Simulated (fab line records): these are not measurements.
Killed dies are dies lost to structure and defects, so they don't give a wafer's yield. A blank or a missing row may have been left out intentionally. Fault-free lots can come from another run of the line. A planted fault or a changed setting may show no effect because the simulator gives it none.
A lot that was struck, set against a sound lot | flow sfq_line | 3 steps out of a route of 325
Sound: these wafers, L878.2, L878.3, L878.4. Struck: wafers L890.2, L890.3, L890.5. The cause is named last.
Per side, at each step with rows, come the tool, then ch with its chambers, and then its first start. Under that, the readings that differ: sound wafers | struck wafers | difference of the means | sigmas: that difference in standard deviations of wafers without a fault.
alike: readings whose means differ by less than 2 such deviations, and words and numbers that are the same on both sides. not compared: withheld readings, readings that some wafer has no value for, bounds like >300 that may hide the same value, and numbers for which the record gives no deviation and whose values overlap.
The two part at a step that has a row with sigmas, a row that says differs or no value, or rows on one side only. When numbers do not overlap yet have no deviation, they are printed without sigmas and do not part them. Lack of a reading on every wafer of one side parts them only where that side has two or more wafers.

SFQ_INCOMING_BOW_MEAS_900:
  struck on film_metro-02, day 3 22:01; sound on film_metro-01, day 1 10:01
  alike: INCOMING_BOW
SFQ_TRILAYER_INCOMING_OXIDATION_002: target thk 500 nm, ox time 4939 s.
  sound on furnace-01 ch 0, day 1 10:07; struck on furnace-02 ch 0, day 3 22:07
  reading                                                   | sound                | struck               | difference | sigmas
  spike_tc_bottom_C (C)                                     | 1017.0 1016.7 1019.5 | 1028.6 1029.7 1031.2 | +12.1      | +11
  spike_tc_centre_C (C)                                     | 1001.2 999.3 999.6   | 1012.6 1011.4 1013.2 | +12.4      | +11
  spike_tc_lower_C (C)                                      | 1002.1 1002.4 1003.2 | 1009.8 1009.7 1008.0 | +6.6       | +5
  spike_tc_top_C (C)                                        | 1013.1 1013.2 1012.8 | 1019.4 1020.3 1020.2 | +6.9       | +3
  spike_tc_upper_C (C)                                      | 999.8 999.1 998.7    | 1014.2 1011.5 1011.9 | +13.3      | +9
  tube_center_temp_C (C)                                    | 999.93 999.92 999.92 | 1010.6 1010.7 1010.5 | +10.7      | +99 or more
  tube_center_temp_C_max                                    | 1002.6 1002.8 1001.9 | 1012.8 1013.1 1013.1 | +10.6      | +28
  zone_power_bottom_pct (%)                                 | 32.4 32.5 32.8       | 37.2 36.2 36.2       | +4.0       | +3
  model.SiO2_of_TRILAYER_INCOMING_OXIDATION_002.thk_nm (nm) | 507.7 505.3 507.5    | 532.1 535.3 524.6    | +23.8      |
  alike: zone_power_top_pct
SFQ_TRILAYER_L0_DEP_SPUTTER_003: material MoNx KI, target thk 40 nm, time 100 s.
  struck on pvd_sputter-06, day 4 00:29; sound on pvd_sputter-03, day 1 12:29
  alike: throttle_valve_pct

WHERE THEY PART
Only at SFQ_TRILAYER_INCOMING_OXIDATION_002, as far as this record shows. Later steps at which nothing parts them and some readings are alike: SFQ_TRILAYER_L0_DEP_SPUTTER_003.

WHY: what had been put in by the simulator
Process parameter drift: furnace-02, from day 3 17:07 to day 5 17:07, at SFQ_TRILAYER_INCOMING_OXIDATION_002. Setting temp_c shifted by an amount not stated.
